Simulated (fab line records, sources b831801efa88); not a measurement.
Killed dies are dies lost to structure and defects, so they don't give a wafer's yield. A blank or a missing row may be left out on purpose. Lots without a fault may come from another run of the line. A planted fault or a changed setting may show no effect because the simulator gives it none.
Chamber matching | flow gf180mcu | GF_V1_CMP_04 on cmp-02: 4 sister chambers
The step polishes SiO2. 27 wafers are shown with their chamber, then 12 later ones without.

WAFERS WITH THEIR CHAMBER
wafer  | chamber | motor_current_A (A) | time_to_endpoint_s (s) | retaining_ring_pressure_frac
L074.1 | 0       | 16.5                | 74                     | 0.999
L074.3 | 3       | 10.4                | 79                     | 0.992
L074.6 | 0       | 16.6                | 78                     | 0.996
L075.1 | 3       | 10.2                | 66                     | 1.003
L075.2 | 1       | 13.6                | 77                     | 0.998
L075.3 | 2       | 11.2                | 75                     | 1.005
L076.2 | 3       | 10.1                | 70                     | 1.002
L076.5 | 2       | 11.0                | 83                     | 0.997
L076.6 | 1       | 14.9                | 76                     | 1.003
L077.1 | 0       | 17.0                | 79                     | 0.990
L077.4 | 3       | 10.3                | 79                     | 0.997
L077.6 | 0       | 15.3                | 79                     | 0.999
L078.2 | 2       | 11.3                | 87                     | 0.998
L078.3 | 0       | 15.8                | 79                     | 0.996
L078.4 | 3       | 9.7                 | 81                     | 0.999
L080.2 | 3       | 10.2                | 81                     | 1.001
L080.3 | 2       | 10.8                | 85                     | 0.998
L080.6 | 3       | 10.4                | 80                     | 1.001
L081.4 | 1       | 15.1                | 96                     | 0.993
L081.5 | 3       | 10.3                | 77                     | 1.013
L081.6 | 2       | 11.0                | 91                     | 1.003
L082.1 | 2       | 10.5                | 75                     | 1.000
L082.4 | 1       | 14.3                | 86                     | 1.009
L082.6 | 2       | 10.9                | 87                     | 0.999
L084.2 | 3       | 10.3                | 80                     | 0.999
L084.3 | 1       | 14.8                | 77                     | 0.996
L084.4 | 2       | 10.7                | 83                     | 0.999

SIGNATURES (means of the wafers above)
reading                      | chamber 0 | chamber 1 | chamber 2 | chamber 3 | scatter within a chamber
motor_current_A              | 16.240    | 14.540    | 10.925    | 10.211    | 0.425
time_to_endpoint_s           | 77.80     | 82.40     | 83.25     | 77.00     | 5.79
retaining_ring_pressure_frac | 0.99600   | 0.99980   | 0.99987   | 1.00078   | 0.00475
Rule: a wafer's distance from a chamber is the root of the sum, over the readings, of the square of ((its reading less the chamber's mean) divided by the reading's scatter). The wafer belongs to the nearest chamber; if the next one is less than 2 further off, it can't be placed. The scatter: the root of (the sum of the squares of (reading less its chamber's mean) over the shown wafers, divided by (wafers less chambers)).

WAFERS WITHOUT THEIR CHAMBER
wafer  | motor_current_A (A) | time_to_endpoint_s (s) | retaining_ring_pressure_frac
L089.1 | 14.7                | 87                     | 0.995
L089.4 | 11.0                | 91                     | 1.004
L089.6 | 11.3                | 88                     | 0.998
L091.1 | 10.6                | 74                     | 1.008
L091.2 | 14.8                | 82                     | 0.991
L091.6 | 10.7                | 77                     | 1.004
L093.4 | 14.7                | 78                     | 0.994
L093.5 | 14.8                | 78                     | 0.992
L093.6 | 10.3                | 76                     | 0.991
L094.1 | 16.5                | 75                     | 1.001
L094.5 | 14.4                | 86                     | 1.008
L094.6 | 11.7                | 89                     | 1.002

WHICH CHAMBER EACH WENT THROUGH
wafer  | from the rows above     | in truth
L089.1 | 1                       | 1
L089.4 | can't be placed: 2 or 3 | 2
L089.6 | can't be placed: 2 or 3 | 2
L091.1 | can't be placed: 3 or 2 | 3
L091.2 | can't be placed: 1 or 0 | 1
L091.6 | can't be placed: 3 or 2 | 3
L093.4 | 1                       | 1
L093.5 | can't be placed: 1 or 0 | 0
L093.6 | can't be placed: 3 or 2 | 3
L094.1 | 0                       | 0
L094.5 | 1                       | 1
L094.6 | can't be placed: 2 or 3 | 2
Placed correctly: 4 of 12. Can't be placed from these rows: 8 (the true chamber is among the candidates in 8). Placed wrongly: 0.
